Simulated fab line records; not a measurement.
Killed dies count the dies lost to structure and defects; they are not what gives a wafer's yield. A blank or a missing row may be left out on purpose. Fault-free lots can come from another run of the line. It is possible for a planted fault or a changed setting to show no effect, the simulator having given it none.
A lot that was struck, set against a sound lot -- flow sky130 -- 15 out of 708 route steps
Sound: wafers L206.1, L206.4, L206.5. Wafers struck: L213.1, L213.2, L213.5. The cause is given at the end.
Per side, at each step with rows, come the tool, then ch with its chambers, and then its first start. Under that, the readings that differ: sound wafers -- struck wafers -- difference of the means -- sigmas: that difference in standard deviations of wafers without a fault.
alike: words and numbers the same on both sides, and readings whose means are apart by under 2 such deviations; not compared: readings that were withheld, readings missing a value for some wafer, numbers with overlapping values and no deviation given by the record, and bounds like >300 which may hide the same value.
The two part at a step that has a row with sigmas, a row that says differs or no value, or rows on one side only. Non-overlapping numbers with no deviation appear without sigmas and do not part them. A reading that every wafer of one side lacks parts them only if that side has two wafers or more.

SKY_NWELL_OVL_MEAS_10:
  struck on overlay-01, day 6 12:56; sound on overlay-02, day 4 22:26
  alike: NWELL_00_OVL
then, 3 steps without rows for these wafers: SKY_NWELL_IMPLANT_11; SKY_NWELL_IMPLANT_12; SKY_NWELL_IMPLANT_13.
SKY_NWELL_STRIP_14: strips in O2/N2.
  sound on plasma_asher-01 ch 0,1, day 4 23:36; struck on plasma_asher-02 ch 0,1, day 6 13:25
  alike: drypump_motor_current_A, o2_flow_sccm, oes_product_au, strip_time_to_endpoint_s
  not compared: rf_hours_counter_h
SKY_NWELL_TW_MEAS_15:
  struck on film_metro-03, day 6 13:31; sound on film_metro-03, day 4 23:42
  alike: NWELL_TW
then, 6 steps without rows for these wafers: SKY_NWELL_DEHYDRATE_16 (time 60 s); SKY_NWELL_HMDS_17 (prime time 60 s); SKY_NWELL_COAT_18 (resist thk 3000 nm); SKY_NWELL_SOFTBAKE_19; SKY_NWELL_EXPOSE_20 (exposes mask NWM COMPLEMENT, target cd 840 nm); SKY_NWELL_PEB_21.
SKY_NWELL_DEVELOP_22: develop time 60 s.
  sound on litho_track-03 ch 0, day 5 16:00; struck on litho_track-03 ch 0, day 7 08:00
SKY_NWELL_OVL_MEAS_23:
  struck on overlay-01, day 7 08:49; sound on overlay-02, day 5 16:43
reading,sound,struck,difference,sigmas
NWELL_01_OVL (nm),-2.6 -1.1 -4.3,- - -,no value on the struck wafers,
next, for these wafers, 1 step has no rows: SKY_NWELL_IMPLANT_24.

## WHERE THEY PART
At SKY_NWELL_OVL_MEAS_23 and nowhere else, as far as this record goes.

WHY: what had been put in by the simulator
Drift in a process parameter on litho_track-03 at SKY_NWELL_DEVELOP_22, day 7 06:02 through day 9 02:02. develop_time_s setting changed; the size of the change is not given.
